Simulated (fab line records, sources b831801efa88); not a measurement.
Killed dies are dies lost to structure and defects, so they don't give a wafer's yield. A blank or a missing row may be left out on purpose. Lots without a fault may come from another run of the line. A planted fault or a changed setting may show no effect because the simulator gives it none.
One fault seen from 2 desks | flow sky130 | each desk has only its own numbers; what lay behind them comes last

THE METROLOGY DESK
What the gauges read, lot by lot, whatever tool the lot ran on: means of the sampled wafers that have a number. A lot is out of limits, marked OUT, if its mean lies more than 4 standard deviations from the usual mean; the brackets give that distance.
Columns: A = GATE_OXIDE_OVL at SKY_GATE_OXIDE_OVL_MEAS_10, usual 0.6 nm; B = POLY_GATE_TW at SKY_RES_PROTECT_TW_MEAS_08, usual 4083
lot  | first seen here | A    | B
L315 | day 14 00:24    | -0.5 | 4128
L317 | day 14 18:59    | 1.2  | 4055
L318 | day 15 06:20    | -1.4 | 4100
L319 | day 15 09:47    | -0.2 | 4085
L321 | day 16 11:33    | 0.7  | 4067
L322 | day 16 15:05    | 0.8  | 4106
L324 | day 17 07:50    | 0.5  | 4061
L325 | day 17 13:01    | -1.9 | 4052
L327 | day 18 17:23    | 1.1  | 4042
L331 | day 19 23:26    | 0.4  | 4086
L334 | day 21 01:23    | 0.3  | 4058
L335 | day 21 09:19    | 1.8  | 4087
L336 | day 21 20:41    | 2.2  | 4080
L337 | day 22 08:17    | 1.1  | 4081
This desk's finding: nothing out of limits on any of the 14 lots.

THE TOOL OWNER'S DESK: litho_track-01
The tool's own readings at SKY_GATE_OXIDE_SOFTBAKE_06 (time 60 s): means of the sampled wafers that have a number, for each lot that ran on this tool. A lot is out of limits, marked OUT, if its mean lies more than 4 standard deviations from the usual mean; the brackets give that distance.
Columns: A = heater_power_total_W at SKY_GATE_OXIDE_SOFTBAKE_06, usual 56.60 W; B = run_length_s at SKY_GATE_OXIDE_SOFTBAKE_06, usual 88.96 s
lot  | first seen here | A                       | B
L319 | day 14 20:29    | 56.64                   | 88.68
L321 | day 15 21:51    | 56.60                   | 88.71
L324 | day 16 17:45    | 60.15 (+81) OUT         | 79.34 (-51) OUT
L325 | day 16 22:30    | 62.01 (+99 or more) OUT | 74.62 (-75) OUT
L327 | day 18 02:42    | 61.97 (+99 or more) OUT | 74.47 (-76) OUT
L334 | day 20 10:00    | 56.56                   | 88.70
This desk's finding: out of limits on L324, L325, L327; first on L324, day 16 17:45 (heater_power_total_W at SKY_GATE_OXIDE_SOFTBAKE_06). In limits: L319, L321, L334.

PUT TOGETHER
The tool owner's desk could have raised an alarm at day 16 17:45, on L324, L325, L327.
The metrology desk saw nothing out of limits.
The metrology desk has L324, L325, L327 on record, within its limits.
Of the lots named, all ran SKY_GATE_OXIDE_SOFTBAKE_06 on litho_track-01.

WHAT THE SIMULATOR HAD PUT IN
Process parameter drift: litho_track-01, from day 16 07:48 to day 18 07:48, at SKY_GATE_OXIDE_SOFTBAKE_06. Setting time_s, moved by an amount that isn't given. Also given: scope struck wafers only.
Lots struck among those shown: L324, L325, L327.
Hours from the fault's start to each desk's first reading out of limits: the tool owner's desk, 10.
